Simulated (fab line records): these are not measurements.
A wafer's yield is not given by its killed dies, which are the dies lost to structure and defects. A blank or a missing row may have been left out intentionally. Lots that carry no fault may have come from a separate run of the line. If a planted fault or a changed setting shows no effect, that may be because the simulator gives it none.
Code-filled problem report in 8D (eight disciplines) form + flow sky130 + the parts of the form that need people (team, actions taken, sign-off) are left out

## 1. THE ISSUE
At SKY_PAD_OPEN_PROBE_99, killed_at_front_end averages 61 over 3 wafers from 2 lots, while fault-free wafers read 16, standard deviation 5. Measured from the usual mean, that is +9.0 standard deviations.
First observed at day 48 08:50: wafer L238.2, on prober-01. Wafers with a number at this step in the record: 18, from 6 lots. By rule, "out" or "out of limits" means more than 4 standard deviations away from the usual mean. The rest of the wafers with a number are treated as sound.

## 2. WHAT IT IS, WHAT IT ISN'T
| question                    | is                     | is not                                                                                                             |
|-----------------------------|------------------------|--------------------------------------------------------------------------------------------------------------------|
| which readings at this step | killed_at_front_end    | killed_at_M0_to_M3, killed_at_M4_up, killed_at_contacts, killed_at_other, killed_on_rim, killed_open, killed_short |
| which lots                  | L238, L241             | L228, L230, L233, L234                                                                                             |
| which wafers of those lots  | L238.2, L238.5, L241.3 | L238.4, L241.2, L241.4                                                                                             |
| read on which tools         | prober-01, prober-02   | -                                                                                                                  |
| when                        | from day 48 08:50      | up to then (12 sound wafers); but 3 sound wafers of L238, L241 came after                                          |

## 3. THE SUSPECTS, EACH WITH WHAT RULES IT OUT
Counting: a tool at a process step up to the reading stays a suspect if it ran every lot that is out. Sound lots after the first of them don't rule it out here, since some wafers of a struck lot are sound.
- plasma_asher-01 at SKY_NWELL_STRIP_14 (strips in O2/N2): kept. It ran every lot that is out, first L238 (day 6 23:43); its last sound lot up to then is L230 (day 5 00:41).
- rie_diel-02 at SKY_METAL4_ETCH_17 (etches SiO2 in C4F8/O2/Ar, stops on TiN, time 3.9 s, target depth 15 nm): kept. It ran every lot that is out, first L238 (day 44 16:44); its last sound lot up to then is L234 (day 43 06:24).
- The sound lot-mates ran in chamber 1 of plasma_asher-01 at SKY_NWELL_STRIP_14, but the wafers that are out ran in chamber 0.
What counting leaves: plasma_asher-01 at SKY_NWELL_STRIP_14 and rie_diel-02 at SKY_METAL4_ETCH_17.

## 4. THE CAUSE (what the simulator had put in)
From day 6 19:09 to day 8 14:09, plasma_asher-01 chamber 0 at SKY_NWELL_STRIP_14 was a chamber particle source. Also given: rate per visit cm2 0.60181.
After counting, 2 suspects remain, this tool included.

## 5. THE EFFECT CHAIN, in route order
Each row: a reading whose mean over the struck wafers that have a number lies more than 3 standard deviations from the usual. Only readings whose record carries a usual standard deviation are examined. hours: median over the lots of the time between each lot's start at the first step of this table that gives one and its start at this step. sigmas: the change, counted in usual standard deviations.
| hours | step                  | reading             | usual | on struck wafers | change | sigmas |
|-------|-----------------------|---------------------|-------|------------------|--------|--------|
| 0     | SKY_PAD_OPEN_PROBE_99 | killed_at_front_end | 16    | 61               | +45    | +9.0   |
| 0     | SKY_PAD_OPEN_PROBE_99 | killed_dies         | 86    | 122              | +36    | +3.8   |
Process steps it contains:
- SKY_PAD_OPEN_PROBE_99

## 6. WHAT WOULD HAVE CAUGHT IT SOONER
First out-of-limits reading in this record: day 48 08:50, which is 998 hours after fault onset at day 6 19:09.
Of the tool readings at SKY_NWELL_STRIP_14 for which the record gives a usual standard deviation, none was out on any struck wafer, so an alarm limit of 4 standard deviations on them would not have fired.
Lots out: 2; all had begun SKY_NWELL_STRIP_14 on plasma_asher-01 by day 48 08:50. None of them would have been spared by holding the tool at that moment.
